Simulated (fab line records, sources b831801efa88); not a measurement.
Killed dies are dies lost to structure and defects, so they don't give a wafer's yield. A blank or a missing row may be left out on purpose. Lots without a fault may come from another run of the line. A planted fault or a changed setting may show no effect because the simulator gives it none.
Chamber matching | flow gf180mcu | GF_V4_CMP_04 on cmp-01: 4 sister chambers
The step polishes SiO2. 8 wafers are shown with their chamber, then 7 later ones without.

WAFERS WITH THEIR CHAMBER
wafer  | chamber | motor_current_A (A) | platen_rpm (rpm)
L999.6 | 2       | 12.2                | 59.98
L100.1 | 0       | 13.2                | 60.01
L100.2 | 2       | 11.7                | 60.02
L101.4 | 1       | 12.2                | 60.00
L101.5 | 3       | 11.0                | 59.99
L103.2 | 3       | 11.7                | 60.02
L103.4 | 1       | 12.4                | 60.03
L103.5 | 0       | 13.2                | 60.05

WAFERS WITHOUT THEIR CHAMBER
wafer  | motor_current_A (A) | platen_rpm (rpm)
L110.6 | 11.6                | 60.04
L114.2 | 13.2                | 59.99
L114.5 | 12.2                | 60.01
L114.6 | 11.1                | 59.99
L117.3 | 11.5                | 60.02
L117.5 | 12.2                | 60.05
L117.6 | 13.7                | 60.03

WHICH CHAMBER EACH WENT THROUGH
wafer  | from the rows above               | in truth
L110.6 | can't be placed: 3 or 2 or 1      | 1
L114.2 | can't be placed: 0 or 1           | 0
L114.5 | can't be placed: 1 or 2           | 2
L114.6 | can't be placed: 3 or 2           | 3
L117.3 | can't be placed: 3 or 2 or 1      | 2
L117.5 | can't be placed: 1 or 2 or 3 or 0 | 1
L117.6 | 0                                 | 0
Placed correctly: 1 of 7. Can't be placed from these rows: 6 (the true chamber is among the candidates in 6). Placed wrongly: 0.
How it was worked out, from the rows above alone: a wafer's distance from a chamber is the root of the sum, over the readings, of the square of ((its reading less the chamber's mean) divided by the reading's scatter). The wafer belongs to the nearest chamber; if the next one is less than 2 further off, it can't be placed. A chamber's mean is the mean of its shown wafers. The scatter: the root of (the sum of the squares of (reading less its chamber's mean) over the shown wafers, divided by (wafers less chambers)).
